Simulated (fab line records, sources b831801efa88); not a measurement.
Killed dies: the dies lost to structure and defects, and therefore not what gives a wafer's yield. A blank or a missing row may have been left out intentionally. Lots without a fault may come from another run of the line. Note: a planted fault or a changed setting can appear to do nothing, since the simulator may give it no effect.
2 desks looking at one fault | flow sky130 | numbers are kept per desk, each desk with only its own; the story behind them comes last

## THE TOOL OWNER'S DESK: implanter-01
For each lot that ran on this tool, the mean over its sampled wafers that have a number, from the tool's own readings at SKY_RES_XHIGH_IMPLANT_07. A lot is out of limits, marked OUT, if its mean lies more than 4 standard deviations from the usual mean; the brackets give that distance.
Columns: A = dose ions cm2 at SKY_RES_XHIGH_IMPLANT_07, usual 3.599e+14
lot  | first seen here | A
L506 | day 29 16:25    | 3.602e+14
L521 | day 34 05:53    | 3.463e+14 (-30) OUT
L522 | day 34 08:47    | 3.469e+14 (-29) OUT
This desk's finding: out of limits on L521, L522; first on L521, day 34 05:53 (dose ions cm2 at SKY_RES_XHIGH_IMPLANT_07). L506: within limits.

## AT THE METROLOGY DESK
Means of the sampled wafers that have a number, per lot and without regard to the tool the lot ran on: this is what the gauges read. A lot is out of limits, marked OUT, if its mean lies more than 4 standard deviations from the usual mean; the brackets give that distance. It has 10 readings, of which 7 appear: the earliest out of limits, and the ones furthest out on some lot.
Columns: A = SD_P_OVL at SKY_SD_P_OVL_MEAS_08, usual 1.5 nm; B = SD_P_TW at SKY_SD_P_TW_MEAS_11, usual 2835; C = RES_XHIGH_TW at SKY_RES_XHIGH_TW_MEAS_09, usual 1649; D = cd nm at SKY_SD_N_CD_MEAS_07, usual 380 nm; E = SD_N_TW at SKY_SD_N_TW_MEAS_12, usual 3998; F = SD_N_RS at SKY_SD_N_RS_MEAS_16, usual 68.60 ohm/sq; G = RES_XHIGH_RS at SKY_SD_N_RS_MEAS_18, usual 333.3 ohm/sq
lot  | first seen here | A    | B    | C    | D   | E    | F     | G
L501 | day 26 17:52    | -0.9 | 2853 | 1658 | 377 | 4022 | 68.78 | 333.8
L506 | day 28 11:57    | 2.7  | 2820 | 1651 | 380 | 4000 | 68.62 | 332.9
L507 | day 28 23:57    | 1.0  | 2835 | 1641 | 379 | 4018 | 68.66 | 333.4
L510 | day 29 11:24    | 0.2  | 2833 | 1646 | 381 | 3971 | 68.45 | 333.4
L521 | day 33 02:49    | 2.1  | 2831 | 1629 | 384 | 4004 | 68.55 | 343.9 (+8.8) OUT
L522 | day 33 05:23    | 4.5  | 2841 | 1624 | 380 | 4015 | 68.52 | 344.5 (+9.3) OUT
This desk's finding: out of limits on L521, L522; first on L521, day 35 11:08 (RES_XHIGH_RS at SKY_SD_N_RS_MEAS_18). L501, L506, L507, L510: within limits.

## ALL TOGETHER
The tool owner's desk could have raised an alarm at day 34 05:53, on L521, L522.
Metrology desk: alarm possible at day 35 11:08 on L521, L522.
SKY_RES_XHIGH_IMPLANT_07 was run on implanter-01 by each of the lots named.

## WHAT WAS PUT IN BY THE SIMULATOR
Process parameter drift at SKY_RES_XHIGH_IMPLANT_07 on implanter-01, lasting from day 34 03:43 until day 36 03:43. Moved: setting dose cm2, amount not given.
Shown lots that were struck: L521, L522.
Counting hours from when the fault started, the first reading out of limits came at 2 for the tool owner's desk and at 31 for the metrology desk.
